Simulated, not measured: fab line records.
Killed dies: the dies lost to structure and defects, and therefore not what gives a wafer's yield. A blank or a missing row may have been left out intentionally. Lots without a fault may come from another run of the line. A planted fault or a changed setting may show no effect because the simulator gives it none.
A lot that was struck, set against a sound lot ; flow gf180mcu ; 27 out of 602 route steps
Sound: wafers L981.1, L981.2, L981.5. Struck: wafers L979.1, L979.3, L979.6. The cause is named last.
At each step with rows: each side's tool, then ch and its chambers, then its first start. Under that, the readings that differ: sound wafers ; struck wafers ; difference of the means ; sigmas: that difference in standard deviations of wafers without a fault.
alike: words and numbers the same on both sides, and readings whose means are apart by under 2 such deviations; not compared: readings that were withheld, readings missing a value for some wafer, numbers with overlapping values and no deviation given by the record, and bounds like >300 which may hide the same value.
Wherever a step has rows on one side only, a row that says differs or no value, or a row with sigmas, the two part there. When numbers do not overlap yet have no deviation, they are printed without sigmas and do not part them. Lack of a reading on every wafer of one side parts them only where that side has two or more wafers.

GF_POLY_GATE_THK_MEAS_17:
  sound on filmMetro-01, day 14 21:13; struck on filmMetro-04, day 14 07:59
  alike: POLY_GATE_OXIDATION_THK
GF_POLY_GATE_CD_MEAS_18:
  sound on cdSem-01, day 14 21:17; struck on cdSem-02, day 14 08:07
  alike: cdNm
then, 7 steps without rows for these wafers: GF_HV_LDD_DEHYDRATE_00 (time 60 s); GF_HV_LDD_HMDS_01 (prime time 60 s); GF_HV_LDD_COAT_02 (resist thk 1000 nm); GF_HV_LDD_SOFTBAKE_03 (time 60 s); GF_HV_LDD_EXPOSE_04 (exposes mask Nplus LV AREA, target cd 400 nm); GF_HV_LDD_PEB_05; GF_HV_LDD_DEVELOP_06 (develop time 60 s).
GF_HV_LDD_CD_MEAS_07: the cd target is 400 nm.
  sound on cdSem-01, day 15 18:37; struck on cdSem-01, day 15 05:50
  alike: cdNm
GF_HV_LDD_OVL_MEAS_08:
  sound on overlay-02, day 15 18:44; struck on overlay-02, day 15 05:58
  alike: HV_LDD_OVL
after that, 1 step had no rows for these wafers: GF_HV_LDD_IMPLANT_09.
GF_HV_LDD_STRIP_10: strips in O2/N2.
  sound on plasmaAsher-01 ch 0,1, day 15 18:55; struck on plasmaAsher-01 ch 1, day 15 06:09
  no value came back on the struck wafers for any of 7 readings (chamberPressureMTorr (mTorr), drypumpMotorCurrentA (A) and others); on the sound wafers chamberPressureMTorr (mTorr) reads 1501.2 1499.5 1501.5
reading;sound;struck;difference;sigmas
model.NOVOLAK_of_HV_LDD_COAT_02.thkNm (nm);0 0 0;993.2 991.4 993.9;+992.8;
  not compared: rfHoursCounterH
GF_HV_LDD_TW_MEAS_11:
  sound on filmMetro-02, day 15 19:01; struck on filmMetro-02, day 15 06:15
  alike: HV_LDD_TW
then, 7 steps without rows for these wafers: GF_HV_LDD_DEHYDRATE_12 (time 60 s); GF_HV_LDD_HMDS_13 (prime time 60 s); GF_HV_LDD_COAT_14 (resist thk 1000 nm); GF_HV_LDD_SOFTBAKE_15 (time 60 s); GF_HV_LDD_EXPOSE_16 (exposes mask Pplus LV AREA, target cd 400 nm); GF_HV_LDD_PEB_17; GF_HV_LDD_DEVELOP_18 (develop time 60 s).
GF_HV_LDD_CD_MEAS_19: the cd target is 400 nm.
  sound on cdSem-02, day 16 16:47; struck on cdSem-01, day 16 04:07
  alike: cdNm
GF_HV_LDD_OVL_MEAS_20:
  sound on overlay-02, day 16 16:55; struck on overlay-01, day 16 04:14
  alike: HV_LDD_01_OVL
after that, 1 step had no rows for these wafers: GF_HV_LDD_IMPLANT_21.
GF_HV_LDD_STRIP_22: strips in O2/N2.
  sound on plasmaAsher-03 ch 0,1, day 16 17:06; struck on plasmaAsher-01 ch 0,1, day 16 04:25
reading;sound;struck;difference;sigmas
stripTimeToEndpointS (s);13.25 13.31 13.26;28.80 28.77 28.82;+15.52;+99 or more
  alike: chamberPressureMTorr, drypumpMotorCurrentA, heaterPowerW, n2FlowSccm, o2FlowSccm, oesProductAu
  not compared: rfHoursCounterH
GF_HV_LDD_TW_MEAS_23:
  sound on filmMetro-02, day 16 17:12; struck on filmMetro-03, day 16 04:45
reading;sound;struck;difference;sigmas
HV_LDD_2_TW;1054 1060 1062;30 30 30;-1029;-99 or more
  not compared: hold
GF_PASSIVATION_PROBE_99:
  the record holds rows for the sound wafers here (prober-01, day 34 04:30) but none for the struck ones

== WHERE THEY PART ==
At GF_HV_LDD_STRIP_10 first; at GF_PASSIVATION_PROBE_99 last (within this record only).

WHY: what the simulator had put in
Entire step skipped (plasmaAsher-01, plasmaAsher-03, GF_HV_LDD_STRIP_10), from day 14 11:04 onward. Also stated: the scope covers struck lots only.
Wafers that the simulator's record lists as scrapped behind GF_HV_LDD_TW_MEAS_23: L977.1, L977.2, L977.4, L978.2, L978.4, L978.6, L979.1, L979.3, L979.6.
